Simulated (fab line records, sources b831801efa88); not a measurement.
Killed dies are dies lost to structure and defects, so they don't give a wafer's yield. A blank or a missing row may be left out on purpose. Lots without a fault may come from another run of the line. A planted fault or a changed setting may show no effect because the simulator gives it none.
A struck lot beside a sound one | flow sky130 | 35 steps out of a route of 708
Sound: wafers L588.2, L588.3, L588.6. Struck: wafers L593.2, L593.6. (L593.4 of the same lot was not struck and is left out.) The cause comes at the end.
At each step with rows: each side's tool, then ch and its chambers, then its first start. Under that, the readings that differ: sound wafers | struck wafers | difference of the means | sigmas: that difference in standard deviations of wafers without a fault.
alike: readings whose means differ by less than 2 such deviations, and words and numbers that are the same on both sides. not compared: withheld readings, readings that some wafer has no value for, bounds like >300 that may hide the same value, and numbers for which the record gives no deviation and whose values overlap.
The two part at a step that has a row with sigmas, a row that says differs or no value, or rows on one side only. Numbers that don't overlap but have no deviation are shown without sigmas and don't part them. A reading that every wafer of one side lacks parts them only if that side has two wafers or more.

first, 9 steps without rows for these wafers: SKY_VIA2_SPUTTER_20 (material TiN, target thk 20 nm, time 80 s); SKY_VIA2_CVD_21 (deposits W, target thk 420 nm, time 126.4 s); SKY_VIA2_CMP_24 (polishes, stops on SiO2, t overpolish 20 s, target thk 0 nm); SKY_METAL3_SPUTTER_00 (material Ti, target thk 15 nm, time 10 s); SKY_METAL3_SPUTTER_01 (material TiN, target thk 20 nm, time 16.7 s); SKY_METAL3_SPUTTER_02 (material AlCu, target thk 735 nm, time 39.1 s); SKY_METAL3_SPUTTER_03 (material Ti, target thk 5 nm, time 3.3 s); SKY_METAL3_SPUTTER_04 (material TiN, target thk 70 nm, time 58.3 s); SKY_CAPM_CVD_00 (deposits SiO2, target thk 15.5 nm).
SKY_CAPM_SPUTTER_02: material TiN, target thk 200 nm, time 166.7 s.
  sound on pvd_sputter-01, day 37 01:46; struck on pvd_sputter-01, day 38 16:00
  alike: chamber_pressure_pa, throttle_valve_pct
then, 24 steps without rows for these wafers: SKY_CAPM_DEHYDRATE_05 (time 60 s); SKY_CAPM_HMDS_06 (prime time 60 s); SKY_CAPM_COAT_07 (resist thk 1140 nm); SKY_CAPM_SOFTBAKE_08 (time 60 s); SKY_CAPM_EXPOSE_09 (exposes mask CAPM, target cd 1000 nm); SKY_CAPM_PEB_10; SKY_CAPM_DEVELOP_11 (develop time 60 s); SKY_CAPM_METAL_ETCH_13 (etches TiN in Cl2/BCl3, stops on SiO2, target depth 220 nm, time 62.9 s); SKY_CAPM_STRIP_14 (strips in O2/N2); SKY_CAPM_STRIP_15 (strips in post etch residue remover, time 1200 s); SKY_CAPM_CLEAN_16 (cleans in IPA, time 180 s); SKY_CAPM_CLEAN_17 (cleans in O3/DIW); SKY_METAL3_DEHYDRATE_05 (time 60 s); SKY_METAL3_HMDS_06 (prime time 60 s); SKY_METAL3_COAT_07 (resist thk 60 nm); SKY_METAL3_COAT_08 (resist thk 1140 nm); SKY_METAL3_SOFTBAKE_09 (time 90 s); SKY_METAL3_EXPOSE_10 (exposes mask MM3, target cd 300 nm); SKY_METAL3_PEB_11; SKY_METAL3_DEVELOP_12 (develop time 60 s); SKY_METAL3_DESCUM_15 (chemistry O2, time 8 s); SKY_METAL3_ETCH_16 (etches BARC in N2/H2, stops on SiO2, time 88.2 s, target depth 60 nm); SKY_METAL3_ETCH_17 (etches SiO2 in C4F8/O2/Ar, stops on TiN, time 3.9 s, target depth 15 nm); SKY_METAL3_METAL_ETCH_18 (etches the open film in Cl2/BCl3, stops on SiO2, target depth 845 nm, time 183.1 s).
-- the record jumps here: 9 days lie between the struck wafers' starts before and after (it left off in module METAL3 and takes up again in module PAD_OPEN, whose first step shown is number 708 of the route) --
SKY_PAD_OPEN_PROBE_99:
  sound on prober-01, day 46 07:16; struck on prober-02, day 47 14:00
  reading                               | sound              | struck      | difference | sigmas
  defect_limited_yield (%)              | 81.1 82.5 85.4     | 78.9 76.0   | -5.5       | -3
  killed_at_other                       | 0 1 1              | 36 40       | +37        | +63
  killed_dies                           | 93 86 72           | 104 118     | +27        | +3
  sort_bin_3_pad_short (%)              | 1.0 0.2 1.0        | 2.8 3.0     | +2.2       | +5
  sort_n_pass                           | 399 406 420        | 388 374     | -27        | -3
  sort_yield_pct (%)                    | 81.1 82.5 85.4     | 78.9 76.0   | -5.5       | -3
  model.etest.tester.sort_n_pass        | 399 406 420        | 388 374     | -27        |
  model.etest.tester.sort_yield_pct (%) | 81.1 82.52 85.37   | 78.86 76.02 | -5.56      |
  model.etest.tester.sort_bin_3_pct (%) | 1.016 0.2033 1.016 | 2.846 3.049 | +2.202     |
  alike: killed_at_M0_to_M3, killed_at_M4_up, killed_at_contacts, killed_at_front_end, killed_open, killed_short, sort_bin_5_function, sort_bin_6_memory
  not compared: model.etest.tester.sort_bin_5_pct

WHERE THEY PART
Only at SKY_PAD_OPEN_PROBE_99, within this record.

WHY: what the simulator had put in
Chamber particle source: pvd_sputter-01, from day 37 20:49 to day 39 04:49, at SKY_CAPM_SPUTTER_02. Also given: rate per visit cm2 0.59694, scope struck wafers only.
